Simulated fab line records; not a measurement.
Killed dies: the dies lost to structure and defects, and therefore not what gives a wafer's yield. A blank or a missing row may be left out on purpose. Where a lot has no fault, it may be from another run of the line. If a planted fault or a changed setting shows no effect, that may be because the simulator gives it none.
Which tool was responsible? | flow sky130 | 15 lots with 45 wafers sampled at 4 steps, on a route of 708 steps

== WHAT EACH GAUGE READ, for each wafer ==
SKY_VIA2_RS_MEAS_22: measures by four-point-probe. Usual: VIA2_W_RS 0.274 ohm/sq, standard deviation 0.0032.
lot  | measured     | on            | VIA2_W_RS (ohm/sq) | flag
L642 | day 36 18:41 | film-metro-03 | 0.272 0.272 0.279  |
L643 | day 37 02:45 | film-metro-03 | 0.275 0.276 0.271  |
L644 | day 37 10:23 | film-metro-03 | 0.274 0.275 0.276  |
L645 | day 37 17:59 | film-metro-02 | 0.278 0.273 0.276  |
L647 | day 38 18:10 | film-metro-01 | 0.268 0.275 0.268  |
L649 | day 38 21:04 | film-metro-02 | 0.278 0.271 0.275  |
L655 | day 40 16:14 | film-metro-01 | 0.272 0.270 0.272  |
L656 | day 40 22:40 | film-metro-02 | 0.273 0.274 0.275  |
L657 | day 41 10:12 | film-metro-03 | 0.277 0.279 0.276  |
L658 | day 41 13:14 | film-metro-03 | 0.270 0.270 0.271  |
L660 | day 42 12:10 | film-metro-01 | 0.275 0.280 0.270  |
L661 | day 42 13:28 | film-metro-02 | 0.274 0.271 0.270  |
L662 | day 42 15:46 | film-metro-03 | 0.274 0.276 0.268  |
L663 | day 42 21:12 | film-metro-03 | 0.277 0.275 0.279  |
L664 | day 43 11:25 | film-metro-01 | 0.272 0.269 0.271  |

SKY_METAL3_OVL_MEAS_14. Usual: METAL3_OVL 0 nm, standard deviation 5.3.
lot  | measured     | on         | METAL3_OVL (nm) | flag
L642 | day 39 00:35 | overlay-01 | 3 0 6           |
L643 | day 39 08:33 | overlay-01 | -4 1 -1         |
L644 | day 39 14:47 | overlay-01 | 3 4 9           |
L645 | day 39 22:05 | overlay-02 | -9 -2 -3        |
L647 | day 40 21:01 | overlay-02 | 2 7 3           |
L649 | day 40 22:49 | overlay-02 | -3 0 -8         |
L658 | day 43 12:50 | overlay-01 | -12 -13 -12     |
L660 | day 44 10:50 | overlay-02 | 2 -3 -4         |
L661 | day 44 11:58 | overlay-01 | 0 2 -9          |
L662 | day 44 14:28 | overlay-01 | -3 3 -2         |
L663 | day 44 20:28 | overlay-01 | -1 8 1          |
L664 | day 45 08:44 | overlay-01 | -1 1 -2         |

== EACH LOT AND THE TOOL THAT RAN IT (in order: tool; ch and the chambers of the sampled wafers; start) ==
lot  | SKY_CAPM_EXPOSE_09                  | SKY_CAPM_METAL_ETCH_13
L642 | iline-stepper-02 ch 0, day 37 09:02 | rie-metal-01 ch 0,1, day 37 22:01
L643 | iline-stepper-01 ch 0, day 37 17:58 | rie-metal-02 ch 0,1, day 38 06:28
L644 | iline-stepper-02 ch 0, day 37 23:41 | rie-metal-01 ch 0,1, day 38 13:04
L645 | iline-stepper-02 ch 0, day 38 07:02 | rie-metal-02 ch 0,1, day 38 20:22
L647 | iline-stepper-02 ch 0, day 39 07:16 | rie-metal-01 ch 0,1, day 39 19:50
L649 | iline-stepper-02 ch 0, day 39 09:20 | rie-metal-02 ch 0,1, day 39 22:08
L655 | iline-stepper-01, day 41 05:02      | rie-metal-02 ch 0,1, day 41 16:53
L656 | iline-stepper-01, day 41 10:53      | rie-metal-03 ch 0,1, day 41 22:49
L657 | iline-stepper-01, day 41 23:24      | rie-metal-01 ch 0,1, day 42 10:28
L658 | iline-stepper-01 ch 0, day 42 02:05 | rie-metal-02 ch 0,1, day 42 13:31
L660 | iline-stepper-01 ch 0, day 43 01:00 | rie-metal-01 ch 1, day 43 11:28
L661 | iline-stepper-01 ch 0, day 43 02:01 | rie-metal-02 ch 0,1, day 43 12:49
L662 | iline-stepper-01 ch 0, day 43 04:09 | rie-metal-03 ch 0,1, day 43 15:07
L663 | iline-stepper-02 ch 0, day 43 09:33 | rie-metal-02 ch 0,1, day 43 21:26
L664 | iline-stepper-01 ch 0, day 44 00:40 | rie-metal-02 ch 0,1, day 44 10:55
- SKY_CAPM_EXPOSE_09: exposes mask CAPM, target cd 1000 nm.
- SKY_CAPM_METAL_ETCH_13: etches TiN in Cl2/BCl3, stops on SiO2, target depth 220 nm, time 62.9 s.

== AS READ BY THE TOOLS THEMSELVES (means over the sampled wafers that have a number; for cases with no such wafer, the mark the record gives instead) ==
SKY_CAPM_EXPOSE_09. Usual: exposure-dose-mJ-cm2 159.02, standard deviation 0.15; focus-offset-nm -0.1 nm, standard deviation 0.53.
lot  | tool             | exposure-dose-mJ-cm2 | focus-offset-nm (nm) | flag
L642 | iline-stepper-02 | 158.85               | -0.7                 |
L643 | iline-stepper-01 | 159.15               | -0.4                 |
L644 | iline-stepper-02 | 158.88               | 0.1                  |
L645 | iline-stepper-02 | 158.97               | 0.5                  |
L647 | iline-stepper-02 | 158.96               | 0.1                  |
L649 | iline-stepper-02 | 159.08               | -0.4                 |
L655 | iline-stepper-01 | -                    | -                    | OFF
L656 | iline-stepper-01 | -                    | -                    | OFF
L657 | iline-stepper-01 | -                    | -                    | OFF
L658 | iline-stepper-01 | 159.03               | -0.0                 |
L660 | iline-stepper-01 | 159.11               | 0.0                  |
L661 | iline-stepper-01 | 159.16               | 0.1                  |
L662 | iline-stepper-01 | 159.04               | -0.5                 |
L663 | iline-stepper-02 | 159.15               | -0.2                 |
L664 | iline-stepper-01 | 158.99               | 0.5                  |

SKY_CAPM_METAL_ETCH_13. Usual: drypump-motor-current-A 5.56 A, standard deviation 0.25; oes-product-au 0.937 a.u., standard deviation 0.0077; throttle-valve-pct 21.904 %, standard deviation 0.01.
lot  | tool         | drypump-motor-current-A (A) | oes-product-au (a.u.) | throttle-valve-pct (%) | flag
L642 | rie-metal-01 | 5.20                        | 0.939                 | 21.901                 |
L643 | rie-metal-02 | 5.74                        | 0.938                 | 21.903                 |
L644 | rie-metal-01 | 5.20                        | 0.936                 | 21.897                 |
L645 | rie-metal-02 | 5.75                        | 0.935                 | 21.898                 |
L647 | rie-metal-01 | 5.22                        | 0.939                 | 21.908                 |
L649 | rie-metal-02 | 5.73                        | 0.939                 | 21.893                 |
L655 | rie-metal-02 | 5.76                        | 0.927                 | 21.915                 |
L656 | rie-metal-03 | 5.71                        | 0.938                 | 21.912                 |
L657 | rie-metal-01 | 5.21                        | 0.946                 | 21.894                 |
L658 | rie-metal-02 | 5.74                        | 0.927                 | 21.910                 |
L660 | rie-metal-01 | 5.24                        | 0.939                 | 21.909                 |
L661 | rie-metal-02 | 5.77                        | 0.932                 | 21.910                 |
L662 | rie-metal-03 | 5.76                        | 0.944                 | 21.899                 |
L663 | rie-metal-02 | 5.74                        | 0.936                 | 21.907                 |
L664 | rie-metal-02 | 5.75                        | 0.947                 | 21.910                 |

== THE ANSWER, worked out from the rows above alone ==
Rule: a lot counts as off when the mean over its wafers that have a number is more than 3 standard deviations away from the usual mean. Also off: a lot with no number at a reading for which 4 or more lots have one. The other lots that the step has rows for count as sound. The gauges are gone through in route order, then the tools' own readings, and for those a lot's mean is taken as printed above. The first step at which some lot is off is used, and at that step the reading that is off furthest; a lot without a number counts as furthest.
Off: L655, L656, L657 (SKY_CAPM_EXPOSE_09, exposure-dose-mJ-cm2). Without a number there: L655, L656, L657.
If a tool, at that step or one of the process steps before it, ran each lot that is off and ran no sound lot following the first of them, it fits. Of those tried, none fits.

== WHAT WAS PUT IN BY THE SIMULATOR ==
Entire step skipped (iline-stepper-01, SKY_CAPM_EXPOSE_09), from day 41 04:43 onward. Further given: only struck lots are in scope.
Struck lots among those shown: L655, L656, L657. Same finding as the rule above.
